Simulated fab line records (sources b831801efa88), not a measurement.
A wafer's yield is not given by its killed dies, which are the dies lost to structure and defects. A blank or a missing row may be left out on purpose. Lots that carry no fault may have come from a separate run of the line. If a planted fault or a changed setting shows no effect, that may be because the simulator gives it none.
fab line records :: flow gf180mcu
[record]
  lots = 15
  wafers = 45
  last-day = 34
route steps=602 shown CONTACT@301 M1@315 V1@340
lots that met no fault: from a run of the same line without faults
start-h: hours from the record's opening day to when the first of the lot's shown wafers began :: wait-h: hours from the lot's prior step to this one :: " as in the row above :: L1.1+2: one row covering several wafers at once :: - no value, or no start was given :: * or withheld: withheld :: < > ~ a bound
route shown NAME@n: names a module that has steps shown in the file, with the first one's number in the route :: usual: mean/standard deviation of fault-free wafers :: same: alike in all rows :: chamber/n: place in a boat :: sites: per-site readings :: _std_site: standard deviation across them :: _edge_site: mean of outer sites minus mean of inner sites :: radius-mm: how far each site lies from the wafer's centre :: mask NAME#n: copy n :: behind: tool/chamber where the wafer was last shaped :: hold: the reason the lot was held/the length of the hold in hours/how it ended :: device: whichever transistor did not switch (one of n, p or np) :: end of line: tests of these same wafers at the route's end :: step lacking rows: just its recipe :: killed: not the wafer's yield, but the dies lost to structure and defects at the first sort :: map: dies across one wafer; x = killed, . = not, _ = none there
set.NAME: the setting as run; set.NAME@STEP: as run at that earlier step :: model.NAME: the simulator's own value behind a step, which no gauge read
a sample of lots followed through the steps of the route, with each step as a table and each wafer as a row
services: when a tool's chamber went out of use (start-h, in hours from the record's first day, below 0 if earlier), for how many hours, and the reason
[[steps]]
[step GF_CONTACT_CD_MEAS_14]
[recipe]
  target-cd-nm = 220
[usual]
  cd-nm = 219.9/1.2
lot.wafer: L788.2
tool: cd-sem-01
chamber: -
start-h: 362.23
wait-h: 0.1
cd-nm: 219.8

lot.wafer: L788.5
tool: cd-sem-01
chamber: -
start-h: 362.23
wait-h: 0.1
cd-nm: 220.6

lot.wafer: L788.6
tool: cd-sem-01
chamber: -
start-h: 362.23
wait-h: 0.1
cd-nm: 221.0

lot.wafer: L795.1
tool: cd-sem-02
chamber: -
start-h: 426.20
wait-h: 0.1
cd-nm: 221.1

lot.wafer: L795.3
tool: cd-sem-02
chamber: -
start-h: 426.20
wait-h: 0.1
cd-nm: 221.2

lot.wafer: L795.6
tool: cd-sem-02
chamber: -
start-h: 426.20
wait-h: 0.1
cd-nm: 221.8

lot.wafer: L796.1
tool: cd-sem-02
chamber: -
start-h: 436.70
wait-h: 0.1
cd-nm: 220.6

lot.wafer: L796.2
tool: cd-sem-02
chamber: -
start-h: 436.70
wait-h: 0.1
cd-nm: 220.5

lot.wafer: L796.6
tool: cd-sem-02
chamber: -
start-h: 436.70
wait-h: 0.1
cd-nm: 219.7

lot.wafer: L797.4
tool: cd-sem-01
chamber: -
start-h: 446.26
wait-h: 0.1
cd-nm: 219.1

lot.wafer: L797.5
tool: cd-sem-01
chamber: -
start-h: 446.26
wait-h: 0.1
cd-nm: 217.5

lot.wafer: L797.6
tool: cd-sem-01
chamber: -
start-h: 446.26
wait-h: 0.1
cd-nm: 219.1

lot.wafer: L800.3
tool: cd-sem-01
chamber: -
start-h: 463.14
wait-h: 0.1
cd-nm: 222.0

lot.wafer: L800.5
tool: cd-sem-01
chamber: -
start-h: 463.14
wait-h: 0.1
cd-nm: 219.9

lot.wafer: L800.6
tool: cd-sem-01
chamber: -
start-h: 463.14
wait-h: 0.1
cd-nm: 220.9

lot.wafer: L801.1
tool: cd-sem-01
chamber: -
start-h: 480.60
wait-h: 0.1
cd-nm: 219.5

lot.wafer: L801.5
tool: cd-sem-01
chamber: -
start-h: 480.60
wait-h: 0.1
cd-nm: 221.1

lot.wafer: L801.6
tool: cd-sem-01
chamber: -
start-h: 480.60
wait-h: 0.1
cd-nm: 219.8

lot.wafer: L802.1
tool: cd-sem-02
chamber: -
start-h: 485.00
wait-h: 0.1
cd-nm: 220.3

lot.wafer: L802.3
tool: cd-sem-02
chamber: -
start-h: 485.00
wait-h: 0.1
cd-nm: 220.8

lot.wafer: L802.5
tool: cd-sem-02
chamber: -
start-h: 485.00
wait-h: 0.1
cd-nm: 220.6

lot.wafer: L803.3
tool: cd-sem-02
chamber: -
start-h: 498.59
wait-h: 0.1
cd-nm: 218.4

lot.wafer: L803.4
tool: cd-sem-02
chamber: -
start-h: 498.59
wait-h: 0.1
cd-nm: 219.3

lot.wafer: L803.5
tool: cd-sem-02
chamber: -
start-h: 498.59
wait-h: 0.1
cd-nm: 219.4

lot.wafer: L804.3
tool: cd-sem-02
chamber: -
start-h: 501.14
wait-h: 0.1
cd-nm: 218.9

lot.wafer: L804.4
tool: cd-sem-02
chamber: -
start-h: 501.14
wait-h: 0.1
cd-nm: 219.7

lot.wafer: L804.5
tool: cd-sem-02
chamber: -
start-h: 501.14
wait-h: 0.1
cd-nm: 219.9

lot.wafer: L805.3
tool: cd-sem-01
chamber: -
start-h: 505.14
wait-h: 0.1
cd-nm: 218.2

lot.wafer: L805.4
tool: cd-sem-01
chamber: -
start-h: 505.14
wait-h: 0.1
cd-nm: 219.9

lot.wafer: L805.5
tool: cd-sem-01
chamber: -
start-h: 505.14
wait-h: 0.1
cd-nm: 218.3

lot.wafer: L806.1
tool: cd-sem-02
chamber: -
start-h: 513.91
wait-h: 0.1
cd-nm: 220.4

lot.wafer: L806.5
tool: cd-sem-02
chamber: -
start-h: 513.91
wait-h: 0.1
cd-nm: 220.7

lot.wafer: L806.6
tool: cd-sem-02
chamber: -
start-h: 513.91
wait-h: 0.1
cd-nm: 220.6

lot.wafer: L807.2
tool: cd-sem-02
chamber: -
start-h: 519.53
wait-h: 0.1
cd-nm: 221.0

lot.wafer: L807.4
tool: cd-sem-02
chamber: -
start-h: 519.53
wait-h: 0.1
cd-nm: 219.4

lot.wafer: L807.6
tool: cd-sem-02
chamber: -
start-h: 519.53
wait-h: 0.1
cd-nm: 221.5

lot.wafer: L808.2
tool: cd-sem-01
chamber: -
start-h: 525.88
wait-h: 0.1
cd-nm: 217.6

lot.wafer: L808.3
tool: cd-sem-01
chamber: -
start-h: 525.88
wait-h: 0.1
cd-nm: 217.4

lot.wafer: L808.4
tool: cd-sem-01
chamber: -
start-h: 525.88
wait-h: 0.1
cd-nm: 217.7

lot.wafer: L809.1
tool: cd-sem-01
chamber: -
start-h: 534.21
wait-h: 0.1
cd-nm: 217.7

lot.wafer: L809.3
tool: cd-sem-01
chamber: -
start-h: 534.21
wait-h: 0.1
cd-nm: 218.9

lot.wafer: L809.4
tool: cd-sem-01
chamber: -
start-h: 534.21
wait-h: 0.1
cd-nm: 219.8

lot.wafer: L810.1
tool: cd-sem-02
chamber: -
start-h: 546.00
wait-h: 0.1
cd-nm: 219.4

lot.wafer: L810.2
tool: cd-sem-02
chamber: -
start-h: 546.00
wait-h: 0.1
cd-nm: 219.0

lot.wafer: L810.6
tool: cd-sem-02
chamber: -
start-h: 546.00
wait-h: 0.1
cd-nm: 219.5
[step GF_M1_SPUTTER_00]
[recipe]
  material = Ti
  target-thk-nm = 37.5
  arriving-ion-energy-ev = 80
  substrate-temp-c = 200
  chamber-pressure-pa = 2
  power-w = 4000
  time-s = 150
[usual]
  cathode-dc-power-W = 4000.0/0.66
  throttle-valve-pct = 30.0/0.76
lot.wafer: L788.2
tool: pvd-sputter-04
chamber: -
start-h: 363.51
wait-h: 0.1
cathode-dc-power-W: 3999.5
throttle-valve-pct: 30.8

lot.wafer: L788.5
tool: pvd-sputter-04
chamber: -
start-h: 363.51
wait-h: 0.1
cathode-dc-power-W: 3999.8
throttle-valve-pct: 29.6

lot.wafer: L788.6
tool: pvd-sputter-04
chamber: -
start-h: 363.51
wait-h: 0.1
cathode-dc-power-W: 3999.1
throttle-valve-pct: 28.5

lot.wafer: L795.1
tool: pvd-sputter-04
chamber: -
start-h: 427.51
wait-h: 0.2
cathode-dc-power-W: 4000.5
throttle-valve-pct: 28.7

lot.wafer: L795.3
tool: pvd-sputter-04
chamber: -
start-h: 427.51
wait-h: 0.2
cathode-dc-power-W: 4000.1
throttle-valve-pct: 30.9

lot.wafer: L795.6
tool: pvd-sputter-04
chamber: -
start-h: 427.51
wait-h: 0.2
cathode-dc-power-W: 3998.8
throttle-valve-pct: 30.7

lot.wafer: L796.1
tool: pvd-sputter-01
chamber: -
start-h: 438.18
wait-h: 0.2
cathode-dc-power-W: 3999.9
throttle-valve-pct: 31.4

lot.wafer: L796.2
tool: pvd-sputter-01
chamber: -
start-h: 438.18
wait-h: 0.2
cathode-dc-power-W: 4001.9
throttle-valve-pct: 29.5

lot.wafer: L796.6
tool: pvd-sputter-01
chamber: -
start-h: 438.18
wait-h: 0.2
cathode-dc-power-W: 4000.6
throttle-valve-pct: 29.7

lot.wafer: L797.4
tool: pvd-sputter-04
chamber: -
start-h: 447.50
wait-h: 0.1
cathode-dc-power-W: 3999.8
throttle-valve-pct: 30.5

lot.wafer: L797.5
tool: pvd-sputter-04
chamber: -
start-h: 447.50
wait-h: 0.1
cathode-dc-power-W: 3998.6
throttle-valve-pct: 29.6

lot.wafer: L797.6
tool: pvd-sputter-04
chamber: -
start-h: 447.50
wait-h: 0.1
cathode-dc-power-W: 3999.7
throttle-valve-pct: 30.7

lot.wafer: L800.3
tool: pvd-sputter-04
chamber: -
start-h: 464.50
wait-h: 0.1
cathode-dc-power-W: 4000.0
throttle-valve-pct: 30.9

lot.wafer: L800.5
tool: pvd-sputter-04
chamber: -
start-h: 464.50
wait-h: 0.1
cathode-dc-power-W: 3998.9
throttle-valve-pct: 30.9

lot.wafer: L800.6
tool: pvd-sputter-04
chamber: -
start-h: 464.50
wait-h: 0.1
cathode-dc-power-W: 3999.7
throttle-valve-pct: 29.5

lot.wafer: L801.1
tool: pvd-sputter-04
chamber: -
start-h: 481.90
wait-h: 0.2
cathode-dc-power-W: 3999.6
throttle-valve-pct: 29.7

lot.wafer: L801.5
tool: pvd-sputter-04
chamber: -
start-h: 481.90
wait-h: 0.2
cathode-dc-power-W: 4000.3
throttle-valve-pct: 30.9

lot.wafer: L801.6
tool: pvd-sputter-04
chamber: -
start-h: 481.90
wait-h: 0.2
cathode-dc-power-W: 3999.4
throttle-valve-pct: 29.5

lot.wafer: L802.1
tool: pvd-sputter-04
chamber: -
start-h: 486.30
wait-h: 0.1
cathode-dc-power-W: 3999.9
throttle-valve-pct: 30.5

lot.wafer: L802.3
tool: pvd-sputter-04
chamber: -
start-h: 486.30
wait-h: 0.1
cathode-dc-power-W: 4000.4
throttle-valve-pct: 30.7

lot.wafer: L802.5
tool: pvd-sputter-04
chamber: -
start-h: 486.30
wait-h: 0.1
cathode-dc-power-W: 4000.4
throttle-valve-pct: 30.5

lot.wafer: L803.3
tool: pvd-sputter-01
chamber: -
start-h: 499.86
wait-h: 0.1
cathode-dc-power-W: 3999.6
throttle-valve-pct: 30.0

lot.wafer: L803.4
tool: pvd-sputter-01
chamber: -
start-h: 499.86
wait-h: 0.1
cathode-dc-power-W: 3999.8
throttle-valve-pct: 31.7

lot.wafer: L803.5
tool: pvd-sputter-01
chamber: -
start-h: 499.86
wait-h: 0.1
cathode-dc-power-W: 4000.5
throttle-valve-pct: 29.7

lot.wafer: L804.3
tool: pvd-sputter-03
chamber: -
start-h: 502.40
wait-h: 0.1
cathode-dc-power-W: 4000.6
throttle-valve-pct: 29.6

lot.wafer: L804.4
tool: pvd-sputter-03
chamber: -
start-h: 502.40
wait-h: 0.1
cathode-dc-power-W: 4000.0
throttle-valve-pct: 30.1

lot.wafer: L804.5
tool: pvd-sputter-03
chamber: -
start-h: 502.40
wait-h: 0.1
cathode-dc-power-W: 3999.5
throttle-valve-pct: 30.3

lot.wafer: L805.3
tool: pvd-sputter-03
chamber: -
start-h: 506.40
wait-h: 0.1
cathode-dc-power-W: 4000.4
throttle-valve-pct: 29.6

lot.wafer: L805.4
tool: pvd-sputter-03
chamber: -
start-h: 506.40
wait-h: 0.1
cathode-dc-power-W: 4000.5
throttle-valve-pct: 30.1

lot.wafer: L805.5
tool: pvd-sputter-03
chamber: -
start-h: 506.40
wait-h: 0.1
cathode-dc-power-W: 3999.9
throttle-valve-pct: 30.2

lot.wafer: L806.1
tool: pvd-sputter-03
chamber: -
start-h: 515.31
wait-h: 0.2
cathode-dc-power-W: 3999.5
throttle-valve-pct: 30.0

lot.wafer: L806.5
tool: pvd-sputter-03
chamber: -
start-h: 515.31
wait-h: 0.2
cathode-dc-power-W: 4000.8
throttle-valve-pct: 29.7

lot.wafer: L806.6
tool: pvd-sputter-03
chamber: -
start-h: 515.31
wait-h: 0.2
cathode-dc-power-W: 4000.3
throttle-valve-pct: 30.3

lot.wafer: L807.2
tool: pvd-sputter-03
chamber: -
start-h: 520.80
wait-h: 0.1
cathode-dc-power-W: 4000.6
throttle-valve-pct: 30.1

lot.wafer: L807.4
tool: pvd-sputter-03
chamber: -
start-h: 520.80
wait-h: 0.1
cathode-dc-power-W: 4000.3
throttle-valve-pct: 30.2

lot.wafer: L807.6
tool: pvd-sputter-03
chamber: -
start-h: 520.80
wait-h: 0.1
cathode-dc-power-W: 4000.0
throttle-valve-pct: 30.1

lot.wafer: L808.2
tool: pvd-sputter-03
chamber: -
start-h: 527.17
wait-h: 0.1
cathode-dc-power-W: 4000.1
throttle-valve-pct: 29.5

lot.wafer: L808.3
tool: pvd-sputter-03
chamber: -
start-h: 527.17
wait-h: 0.1
cathode-dc-power-W: 4000.1
throttle-valve-pct: 30.3

lot.wafer: L808.4
tool: pvd-sputter-03
chamber: -
start-h: 527.17
wait-h: 0.1
cathode-dc-power-W: 3999.6
throttle-valve-pct: 29.2

lot.wafer: L809.1
tool: pvd-sputter-04
chamber: -
start-h: 535.78
wait-h: 0.2
cathode-dc-power-W: 3999.9
throttle-valve-pct: 30.7

lot.wafer: L809.3
tool: pvd-sputter-04
chamber: -
start-h: 535.78
wait-h: 0.2
cathode-dc-power-W: 4000.9
throttle-valve-pct: 29.8

lot.wafer: L809.4
tool: pvd-sputter-04
chamber: -
start-h: 535.78
wait-h: 0.2
cathode-dc-power-W: 4000.3
throttle-valve-pct: 30.9

lot.wafer: L810.1
tool: pvd-sputter-03
chamber: -
start-h: 547.30
wait-h: 0.1
cathode-dc-power-W: 3999.7
throttle-valve-pct: 30.1

lot.wafer: L810.2
tool: pvd-sputter-03
chamber: -
start-h: 547.30
wait-h: 0.1
cathode-dc-power-W: 3999.1
throttle-valve-pct: 29.1

lot.wafer: L810.6
tool: pvd-sputter-03
chamber: -
start-h: 547.30
wait-h: 0.1
cathode-dc-power-W: 4000.3
throttle-valve-pct: 29.9
[step GF_M1_DEVELOP_13]
[recipe]
  develop-time-s = 60
  dev-temp-c = 21.84
[usual]
  chill-plate-temp-C = 23.01/0.097
  develop-time-s = 60/0
lot.wafer: L788.2
tool: litho-track-03
chamber: 0
start-h: 385.98
wait-h: 0.2
chill-plate-temp-C: 23.13
develop-time-s: 60

lot.wafer: L788.5
tool: litho-track-03
chamber: 0
start-h: 385.98
wait-h: 0.2
chill-plate-temp-C: 23.01
develop-time-s: 60

lot.wafer: L788.6
tool: litho-track-03
chamber: 0
start-h: 385.98
wait-h: 0.2
chill-plate-temp-C: 23.16
develop-time-s: 60

lot.wafer: L795.1
tool: litho-track-02
chamber: -
start-h: 451.45
wait-h: 0.2
chill-plate-temp-C: -
develop-time-s: -

lot.wafer: L795.3
tool: litho-track-02
chamber: -
start-h: 451.45
wait-h: 0.2
chill-plate-temp-C: -
develop-time-s: -

lot.wafer: L795.6
tool: litho-track-02
chamber: -
start-h: 451.45
wait-h: 0.2
chill-plate-temp-C: -
develop-time-s: -

lot.wafer: L796.1
tool: litho-track-01
chamber: -
start-h: 462.86
wait-h: 0.2
chill-plate-temp-C: -
develop-time-s: -

lot.wafer: L796.2
tool: litho-track-01
chamber: -
start-h: 462.86
wait-h: 0.2
chill-plate-temp-C: -
develop-time-s: -

lot.wafer: L796.6
tool: litho-track-01
chamber: -
start-h: 462.86
wait-h: 0.2
chill-plate-temp-C: -
develop-time-s: -

lot.wafer: L797.4
tool: litho-track-03
chamber: -
start-h: 471.73
wait-h: 0.1
chill-plate-temp-C: -
develop-time-s: -

lot.wafer: L797.5
tool: litho-track-03
chamber: -
start-h: 471.73
wait-h: 0.1
chill-plate-temp-C: -
develop-time-s: -

lot.wafer: L797.6
tool: litho-track-03
chamber: -
start-h: 471.73
wait-h: 0.1
chill-plate-temp-C: -
develop-time-s: -

lot.wafer: L800.3
tool: litho-track-02
chamber: 0
start-h: 488.30
wait-h: 0.1
chill-plate-temp-C: 22.94
develop-time-s: 60

lot.wafer: L800.5
tool: litho-track-02
chamber: 0
start-h: 488.30
wait-h: 0.1
chill-plate-temp-C: 22.86
develop-time-s: 60

lot.wafer: L800.6
tool: litho-track-02
chamber: 0
start-h: 488.30
wait-h: 0.1
chill-plate-temp-C: 22.93
develop-time-s: 60

lot.wafer: L801.1
tool: litho-track-03
chamber: 0
start-h: 505.85
wait-h: 0.2
chill-plate-temp-C: 22.93
develop-time-s: 60

lot.wafer: L801.5
tool: litho-track-03
chamber: 0
start-h: 505.85
wait-h: 0.2
chill-plate-temp-C: 23.05
develop-time-s: 60

lot.wafer: L801.6
tool: litho-track-03
chamber: 0
start-h: 505.85
wait-h: 0.2
chill-plate-temp-C: 22.98
develop-time-s: 60

lot.wafer: L802.1
tool: litho-track-02
chamber: 0
start-h: 509.95
wait-h: 0.2
chill-plate-temp-C: 22.99
develop-time-s: 60

lot.wafer: L802.3
tool: litho-track-02
chamber: 0
start-h: 509.95
wait-h: 0.2
chill-plate-temp-C: 22.91
develop-time-s: 60

lot.wafer: L802.5
tool: litho-track-02
chamber: 0
start-h: 509.95
wait-h: 0.2
chill-plate-temp-C: 22.92
develop-time-s: 60

lot.wafer: L803.3
tool: litho-track-03
chamber: 0
start-h: 523.75
wait-h: 0.1
chill-plate-temp-C: 23.01
develop-time-s: 60

lot.wafer: L803.4
tool: litho-track-03
chamber: 0
start-h: 523.75
wait-h: 0.1
chill-plate-temp-C: 23.09
develop-time-s: 60

lot.wafer: L803.5
tool: litho-track-03
chamber: 0
start-h: 523.75
wait-h: 0.1
chill-plate-temp-C: 22.97
develop-time-s: 60

lot.wafer: L804.3
tool: litho-track-03
chamber: 0
start-h: 525.75
wait-h: 0.1
chill-plate-temp-C: 23.14
develop-time-s: 60

lot.wafer: L804.4
tool: litho-track-03
chamber: 0
start-h: 525.75
wait-h: 0.1
chill-plate-temp-C: 23.14
develop-time-s: 60

lot.wafer: L804.5
tool: litho-track-03
chamber: 0
start-h: 525.75
wait-h: 0.1
chill-plate-temp-C: 23.10
develop-time-s: 60

lot.wafer: L805.3
tool: litho-track-03
chamber: 0
start-h: 529.85
wait-h: 0.1
chill-plate-temp-C: 23.04
develop-time-s: 60

lot.wafer: L805.4
tool: litho-track-03
chamber: 0
start-h: 529.85
wait-h: 0.1
chill-plate-temp-C: 23.04
develop-time-s: 60

lot.wafer: L805.5
tool: litho-track-03
chamber: 0
start-h: 529.85
wait-h: 0.1
chill-plate-temp-C: 23.14
develop-time-s: 60

lot.wafer: L806.1
tool: litho-track-02
chamber: 0
start-h: 538.70
wait-h: 0.2
chill-plate-temp-C: 23.02
develop-time-s: 60

lot.wafer: L806.5
tool: litho-track-02
chamber: 0
start-h: 538.70
wait-h: 0.2
chill-plate-temp-C: 22.78
develop-time-s: 60

lot.wafer: L806.6
tool: litho-track-02
chamber: 0
start-h: 538.70
wait-h: 0.2
chill-plate-temp-C: 23.06
develop-time-s: 60

lot.wafer: L807.2
tool: litho-track-01
chamber: 0
start-h: 543.88
wait-h: 0.2
chill-plate-temp-C: 22.91
develop-time-s: 60

lot.wafer: L807.4
tool: litho-track-01
chamber: 0
start-h: 543.88
wait-h: 0.2
chill-plate-temp-C: 23.18
develop-time-s: 60

lot.wafer: L807.6
tool: litho-track-01
chamber: 0
start-h: 543.88
wait-h: 0.2
chill-plate-temp-C: 22.96
develop-time-s: 60

lot.wafer: L808.2
tool: litho-track-02
chamber: 0
start-h: 550.88
wait-h: 0.2
chill-plate-temp-C: 23.01
develop-time-s: 60

lot.wafer: L808.3
tool: litho-track-02
chamber: 0
start-h: 550.88
wait-h: 0.2
chill-plate-temp-C: 23.02
develop-time-s: 60

lot.wafer: L808.4
tool: litho-track-02
chamber: 0
start-h: 550.88
wait-h: 0.2
chill-plate-temp-C: 22.91
develop-time-s: 60

lot.wafer: L809.1
tool: litho-track-02
chamber: 0
start-h: 558.85
wait-h: 0.2
chill-plate-temp-C: 23.12
develop-time-s: 60

lot.wafer: L809.3
tool: litho-track-02
chamber: 0
start-h: 558.85
wait-h: 0.2
chill-plate-temp-C: 22.92
develop-time-s: 60

lot.wafer: L809.4
tool: litho-track-02
chamber: 0
start-h: 558.85
wait-h: 0.2
chill-plate-temp-C: 23.08
develop-time-s: 60

lot.wafer: L810.1
tool: litho-track-03
chamber: 0
start-h: 570.10
wait-h: 0.2
chill-plate-temp-C: 23.00
develop-time-s: 60

lot.wafer: L810.2
tool: litho-track-03
chamber: 0
start-h: 570.10
wait-h: 0.2
chill-plate-temp-C: 22.90
develop-time-s: 60

lot.wafer: L810.6
tool: litho-track-03
chamber: 0
start-h: 570.10
wait-h: 0.2
chill-plate-temp-C: 22.97
develop-time-s: 60
[step GF_V1_BOW_MEAS_05]
[recipe]
  mode = bow
[usual]
  V1_BOW = 81/8.1
lot.wafer: L788.2
tool: film-metro-01
chamber: -
start-h: 387.57
wait-h: 0.2
V1_BOW[um]: 94

lot.wafer: L788.5
tool: film-metro-01
chamber: -
start-h: 387.57
wait-h: 0.2
V1_BOW[um]: 94

lot.wafer: L788.6
tool: film-metro-01
chamber: -
start-h: 387.57
wait-h: 0.2
V1_BOW[um]: 96

lot.wafer: L800.3
tool: film-metro-04
chamber: -
start-h: 489.90
wait-h: 0.3
V1_BOW[um]: 77

lot.wafer: L800.5
tool: film-metro-04
chamber: -
start-h: 489.90
wait-h: 0.3
V1_BOW[um]: 78

lot.wafer: L800.6
tool: film-metro-04
chamber: -
start-h: 489.90
wait-h: 0.3
V1_BOW[um]: 73

lot.wafer: L801.1
tool: film-metro-01
chamber: -
start-h: 507.47
wait-h: 0.2
V1_BOW[um]: 83

lot.wafer: L801.5
tool: film-metro-01
chamber: -
start-h: 507.47
wait-h: 0.2
V1_BOW[um]: 77

lot.wafer: L801.6
tool: film-metro-01
chamber: -
start-h: 507.47
wait-h: 0.2
V1_BOW[um]: 80

lot.wafer: L802.1
tool: film-metro-02
chamber: -
start-h: 511.51
wait-h: 0.2
V1_BOW[um]: 82

lot.wafer: L802.3
tool: film-metro-02
chamber: -
start-h: 511.51
wait-h: 0.2
V1_BOW[um]: 77

lot.wafer: L802.5
tool: film-metro-02
chamber: -
start-h: 511.51
wait-h: 0.2
V1_BOW[um]: 82

lot.wafer: L803.3
tool: film-metro-04
chamber: -
start-h: 525.27
wait-h: 0.2
V1_BOW[um]: 85

lot.wafer: L803.4
tool: film-metro-04
chamber: -
start-h: 525.27
wait-h: 0.2
V1_BOW[um]: 80

lot.wafer: L803.5
tool: film-metro-04
chamber: -
start-h: 525.27
wait-h: 0.2
V1_BOW[um]: 85

lot.wafer: L804.3
tool: film-metro-04
chamber: -
start-h: 527.28
wait-h: 0.1
V1_BOW[um]: 70

lot.wafer: L804.4
tool: film-metro-04
chamber: -
start-h: 527.28
wait-h: 0.1
V1_BOW[um]: 84

lot.wafer: L804.5
tool: film-metro-04
chamber: -
start-h: 527.28
wait-h: 0.1
V1_BOW[um]: 72

lot.wafer: L805.3
tool: film-metro-01
chamber: -
start-h: 531.40
wait-h: 0.2
V1_BOW[um]: 78

lot.wafer: L805.4
tool: film-metro-01
chamber: -
start-h: 531.40
wait-h: 0.2
V1_BOW[um]: 82

lot.wafer: L805.5
tool: film-metro-01
chamber: -
start-h: 531.40
wait-h: 0.2
V1_BOW[um]: 73

lot.wafer: L806.1
tool: film-metro-01
chamber: -
start-h: 540.26
wait-h: 0.1
V1_BOW[um]: 78

lot.wafer: L806.5
tool: film-metro-01
chamber: -
start-h: 540.26
wait-h: 0.1
V1_BOW[um]: 67

lot.wafer: L806.6
tool: film-metro-01
chamber: -
start-h: 540.26
wait-h: 0.1
V1_BOW[um]: 80

lot.wafer: L807.2
tool: film-metro-01
chamber: -
start-h: 545.42
wait-h: 0.1
V1_BOW[um]: 74

lot.wafer: L807.4
tool: film-metro-01
chamber: -
start-h: 545.42
wait-h: 0.1
V1_BOW[um]: 91

lot.wafer: L807.6
tool: film-metro-01
chamber: -
start-h: 545.42
wait-h: 0.1
V1_BOW[um]: 78

lot.wafer: L808.2
tool: film-metro-02
chamber: -
start-h: 552.43
wait-h: 0.1
V1_BOW[um]: 87

lot.wafer: L808.3
tool: film-metro-02
chamber: -
start-h: 552.43
wait-h: 0.1
V1_BOW[um]: 76

lot.wafer: L808.4
tool: film-metro-02
chamber: -
start-h: 552.43
wait-h: 0.1
V1_BOW[um]: 81

lot.wafer: L809.1
tool: film-metro-04
chamber: -
start-h: 560.54
wait-h: 0.1
V1_BOW[um]: 80

lot.wafer: L809.3
tool: film-metro-04
chamber: -
start-h: 560.54
wait-h: 0.1
V1_BOW[um]: 91

lot.wafer: L809.4
tool: film-metro-04
chamber: -
start-h: 560.54
wait-h: 0.1
V1_BOW[um]: 88

lot.wafer: L810.1
tool: film-metro-04
chamber: -
start-h: 571.79
wait-h: 0.1
V1_BOW[um]: 73

lot.wafer: L810.2
tool: film-metro-04
chamber: -
start-h: 571.79
wait-h: 0.1
V1_BOW[um]: 71

lot.wafer: L810.6
tool: film-metro-04
chamber: -
start-h: 571.79
wait-h: 0.1
V1_BOW[um]: 70
[[services]]
tool: pvd-sputter-03
chamber: -
start-h: 345.44
hours: 9.5
kind: repair

tool: pvd-sputter-01
chamber: -
start-h: 388.70
hours: 4.6
kind: repair

tool: pvd-sputter-03
chamber: -
start-h: 390.89
hours: 0.5
kind: repair

tool: pvd-sputter-03
chamber: -
start-h: 407.76
hours: 7.0
kind: repair

tool: pvd-sputter-03
chamber: -
start-h: 410.56
hours: 20.0
kind: repair

tool: pvd-sputter-04
chamber: -
start-h: 416.21
hours: 4.9
kind: repair

tool: pvd-sputter-01
chamber: -
start-h: 424.91
hours: 6.7
kind: repair

tool: pvd-sputter-03
chamber: -
start-h: 436.86
hours: 3.2
kind: repair

tool: pvd-sputter-01
chamber: -
start-h: 443.66
hours: 4.0
kind: repair

tool: pvd-sputter-03
chamber: -
start-h: 490.12
hours: 4.1
kind: repair

tool: pvd-sputter-04
chamber: -
start-h: 499.24
hours: 3.4
kind: repair

tool: pvd-sputter-03
chamber: -
start-h: 535.26
hours: 0.9
kind: repair

tool: pvd-sputter-01
chamber: -
start-h: 554.83
hours: 7.3
kind: repair

tool: litho-track-02
chamber: -
start-h: 565.44
hours: -
kind: consumable-replace:filter
[[key]]
[first-sign]
  step = GF_M1_DEVELOP_13
  reading = tool-record
  direction = missing
effect none on later readings
met-at GF_M1_DEVELOP_13
struck-lots L795,L796,L797
later-rows-left-out L795.1,L795.3,L795.6,L796.1,L796.2,L796.6,L797.4,L797.5,L797.6
sort-left-out L795.1,L795.3,L795.6,L796.1,L796.2,L796.6,L797.4,L797.5,L797.6
not-acting-at GF_CONTACT_CD_MEAS_14,GF_M1_SPUTTER_00,GF_V1_BOW_MEAS_05
onset-between 385.98 451.45
[fault]
  kind = skipped-step-whole
  tool = litho-track-01,litho-track-02,litho-track-03
  chamber = -
  onset-h = 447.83
  steps = GF_M1_DEVELOP_13
  scope = struck-lots-only
// sort-left-out: the simulated sort isn't trusted on such a fault, so these wafers' sort isn't shown, and their yield isn't known
// later-rows-left-out: the simulator's readings of these wafers behind a module that went badly wrong aren't trusted and aren't shown, but for the sort
